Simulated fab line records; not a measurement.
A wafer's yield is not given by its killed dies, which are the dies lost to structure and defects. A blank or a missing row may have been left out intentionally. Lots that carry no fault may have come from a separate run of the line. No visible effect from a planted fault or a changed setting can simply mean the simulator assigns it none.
Which of the tools did it? ; flow sky130 ; 12 lots with 36 wafers sampled at 2 steps, on a route of 708 steps

== WHAT THE GAUGES READ, wafer by wafer ==
SKY_LI_CONTACT_THK_MEAS_23: measures by xrf.
lot;measured;on;LI_CONTACT_W_THK (nm)
L075;day 30 12:55;film_metro-02;410 409 415
L077;day 31 02:49;film_metro-03;406 409 410
L079;day 31 21:50;film_metro-02;409 415 411
L081;day 32 11:44;film_metro-02;412 413 419
L083;day 32 18:31;film_metro-04;422 422 425
L085;day 33 13:05;film_metro-04;420 426 417
L087;day 34 09:17;film_metro-02;408 421 419
L089;day 34 18:30;film_metro-02;413 409 413
L091;day 35 11:11;film_metro-02;415 412 417
L093;day 36 00:53;film_metro-04;416 415 415
L095;day 36 21:52;film_metro-04;414 415 418
L097;day 37 04:43;film_metro-02;420 417 416

== TOOL THAT RAN EACH LOT (tool first, then ch and the chambers of the sampled wafers, then the start) ==
lot;SKY_PWDE_STRIP_09
L075;plasma_asher-02 ch 0,1, day 4 08:34
L077;plasma_asher-01 ch 0,1, day 4 18:15
L079;plasma_asher-01 ch 0,1, day 5 08:04
L081;plasma_asher-04 ch 0, day 5 16:50
L083;plasma_asher-04 ch 1, day 6 01:29
L085;plasma_asher-04 ch 0,1, day 6 12:10
L087;plasma_asher-02 ch 0,1, day 7 01:56
L089;plasma_asher-04 ch 0,1, day 7 08:41
L091;plasma_asher-04 ch 0,1, day 7 20:46
L093;plasma_asher-02 ch 0, day 8 06:58
L095;plasma_asher-04 ch 0,1, day 9 04:13
L097;plasma_asher-01 ch 0,1, day 9 10:46
- SKY_PWDE_STRIP_09: strips in O2/N2.

== THE ANSWER, worked out from the rows above alone ==
Rule: what is usual is taken from the lots themselves. Put in order of their means at a reading, lots are off if they are a third of the lots or fewer, leave a main group of 4 or more, and stand apart from it by a gap of 3 or more times the standard deviation of the main group's means; of several such gaps the widest counts. A main group whose means are all the same, to the digits that the tables above print for the reading, isn't used. A lot without any number at a reading at which 4 lots or more have one is off too. Any other lot the step has rows for is counted as sound.
Nothing can be told from this: no lot is off at any reading shown.

== WHAT THE SIMULATOR PUT IN ==
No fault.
